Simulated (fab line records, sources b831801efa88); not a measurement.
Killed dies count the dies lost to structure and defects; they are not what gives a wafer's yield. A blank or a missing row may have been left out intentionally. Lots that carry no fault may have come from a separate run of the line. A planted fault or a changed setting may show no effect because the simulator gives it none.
Matching of chambers + flow gf180mcu + 4 sister chambers for GF_V3_ETCH_16 on rie-diel-02
The step etches BARC in N2/H2. 8 wafers are shown with their chamber, then 8 later ones without.

WAFERS PAIRED WITH THEIR CHAMBERS
| wafer  | chamber | drypump-motor-current-A (A) | throttle-valve-pct (%) |
|--------|---------|-----------------------------|------------------------|
| L075.6 | 3       | 6.4                         | 13.219                 |
| L081.2 | 0       | 5.6                         | 13.227                 |
| L081.3 | 1       | 6.6                         | 13.238                 |
| L081.5 | 2       | 5.5                         | 13.233                 |
| L088.1 | 2       | 5.5                         | 13.221                 |
| L088.3 | 3       | 6.4                         | 13.222                 |
| L088.6 | 1       | 6.6                         | 13.225                 |
| L095.1 | 0       | 5.7                         | 13.217                 |

WAFERS MISSING THEIR CHAMBER
| wafer  | drypump-motor-current-A (A) | throttle-valve-pct (%) |
|--------|-----------------------------|------------------------|
| L095.3 | 6.7                         | 13.221                 |
| L095.5 | 5.5                         | 13.225                 |
| L096.1 | 6.4                         | 13.225                 |
| L096.2 | 5.7                         | 13.218                 |
| L096.3 | 6.7                         | 13.216                 |
| L096.4 | 5.5                         | 13.225                 |
| L096.5 | 6.7                         | 13.220                 |
| L096.6 | 5.7                         | 13.228                 |

CHAMBER TAKEN BY EACH
| wafer  | from the rows above | in truth |
|--------|---------------------|----------|
| L095.3 | 1                   | 1        |
| L095.5 | 2                   | 2        |
| L096.1 | 3                   | 3        |
| L096.2 | 0                   | 0        |
| L096.3 | 1                   | 1        |
| L096.4 | 2                   | 2        |
| L096.5 | 1                   | 1        |
| L096.6 | 0                   | 0        |
Correctly placed: 8 of 8. From these rows, 0 cannot be placed. Placed wrongly: 0.
How it was worked out, from the rows above alone: a wafer's distance from a chamber is the root of the sum, over the readings, of the square of ((its reading less the chamber's mean) divided by the reading's scatter). If the next closest chamber is less than 2 further off than the closest, the wafer can't be placed; otherwise it belongs to the closest. A chamber's mean is the mean of its shown wafers. The scatter: the root of (the sum of the squares of (reading less its chamber's mean) over the shown wafers, divided by (wafers less chambers)).
